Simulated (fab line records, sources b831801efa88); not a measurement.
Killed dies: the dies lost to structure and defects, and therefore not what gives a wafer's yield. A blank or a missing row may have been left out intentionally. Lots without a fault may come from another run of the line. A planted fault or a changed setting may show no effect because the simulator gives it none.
Split-lot experiment -- flow gf180mcu -- 23 wafers read across 5 lots, on a route 602 steps long

ABOUT THE SPLIT
At GF_MVPSD_COAT_02 (resist thk 3000 nm), the setting resist-thk-nm was moved away from the recipe's 3000 nm on 10 of the 23 wafers read, by -4.4% to +5.6%. All remaining wafers had this setting at the recipe value.

The reading is taken at the split's own step.

THE READING
coat_of_MVPSD_COAT_02.thk-nm (the simulator's own value, which no gauge read), in nm, at GF_MVPSD_COAT_02 (resist thk 3000 nm). The file gives no usual value for it. Here, 13 wafers ran the recipe; their average is 3013 nm with a standard deviation of 13 nm.

wafer,"tool, chamber at the split","resist-thk-nm as run, nm",against the recipe,"coat_of_MVPSD_COAT_02.thk-nm, nm",against lot-mates on the recipe
L074.1,"litho-track-01, 0",3000,recipe,3016,-
L074.3,"litho-track-01, 0",3053,+1.8%,3071,+54
L074.4,"litho-track-01, 0",3053,+1.8%,3067,+50
L074.5,"litho-track-01, 0",3000,recipe,3022,-
L074.6,"litho-track-01, 0",3000,recipe,3012,-
L076.1,"litho-track-03, 0",3000,recipe,2997,-
L076.4,"litho-track-03, 0",3000,recipe,2995,-
L076.5,"litho-track-03, 0",3000,recipe,2985,-
L080.1,"litho-track-04, 0",3000,recipe,3001,-
L080.2,"litho-track-04, 0",3169,+5.6%,3184,+174
L080.5,"litho-track-04, 0",3169,+5.6%,3184,+174
L080.4,"litho-track-04, 0",3169,+5.6%,3178,+168
L080.6,"litho-track-04, 0",3000,recipe,3019,-
L083.1,"litho-track-04, 0",2868,-4.4%,2890,-135
L083.2,"litho-track-04, 0",2868,-4.4%,2892,-133
L083.3,"litho-track-04, 0",3000,recipe,3027,-
L083.4,"litho-track-04, 0",3000,recipe,3024,-
L083.6,"litho-track-04, 0",3000,recipe,3025,-
L085.1,"litho-track-01, 0",3075,+2.5%,3097,+72
L085.2,"litho-track-01, 0",3075,+2.5%,3098,+74
L085.4,"litho-track-01, 0",3000,recipe,3023,-
L085.5,"litho-track-01, 0",3075,+2.5%,3099,+74
L085.6,"litho-track-01, 0",3000,recipe,3026,-

FIT RESULTS
A straight line over all 23 wafers: coat_of_MVPSD_COAT_02.thk-nm changes by +29.6 nm for each +1% of resist-thk-nm; r = +0.99; the points scatter about the line by 11 nm.
The same after taking each lot's own level away (the mean of its wafers on the recipe; 23 wafers): +30.4 nm for each +1%; r = +1.00; scatter 4.2 nm.
The reading moves by 1.7e+02 nm for the largest change in resist-thk-nm, on that fit.
Measured against the standard deviation above, the lots' own levels, which go from 2992.3 to 3025.3 nm, span 2.4 times it.
The two slopes are in agreement: the lot-to-lot level therefore moves the slope only a little.
Check: +170 nm against its lot-mates is what the line predicts for one of the wafers moved furthest among these (+5.6%) when that wafer is left out of the fit. Against them it came out at +174 nm.

THESE WAFERS: OTHER SPLITS
Before the reading, these wafers also passed through other splits. Each is held against what the fit with the lots' levels taken away leaves over:
other split on the same wafers,wafers away from the commonest value,r with coat_of_MVPSD_COAT_02.thk-nm (lot level and that fit taken away)
GF_STI_COAT_07 resist-thk-nm,5,-0.07
GF_STI_ETCH_13 over-etch-frac,9,+0.32
GF_STI_CVD_23 sih4-flow-sccm,11,-0.22
GF_DNWELL_SOFTBAKE_03 temp-c,5,+0.15

THE WHOLE CHAIN: every reading that the file lists as answering this split, in the file's order
step,what it does,reading,change (the file's fit),r (the file's)
GF_MVPSD_COAT_02,resist thk 3000 nm,"coat_of_MVPSD_COAT_02.thk-nm (the simulator's own value, which no gauge read)",+30.4 nm for each +1% of the setting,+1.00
GF_MVPSD_STRIP_10,strips in O2/N2,strip-time-to-endpoint-s,withheld for each +1% of the setting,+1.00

THE FILE'S OWN FIT
coat_of_MVPSD_COAT_02.thk-nm changes by +30.4 nm for each +1% of resist-thk-nm, r = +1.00.
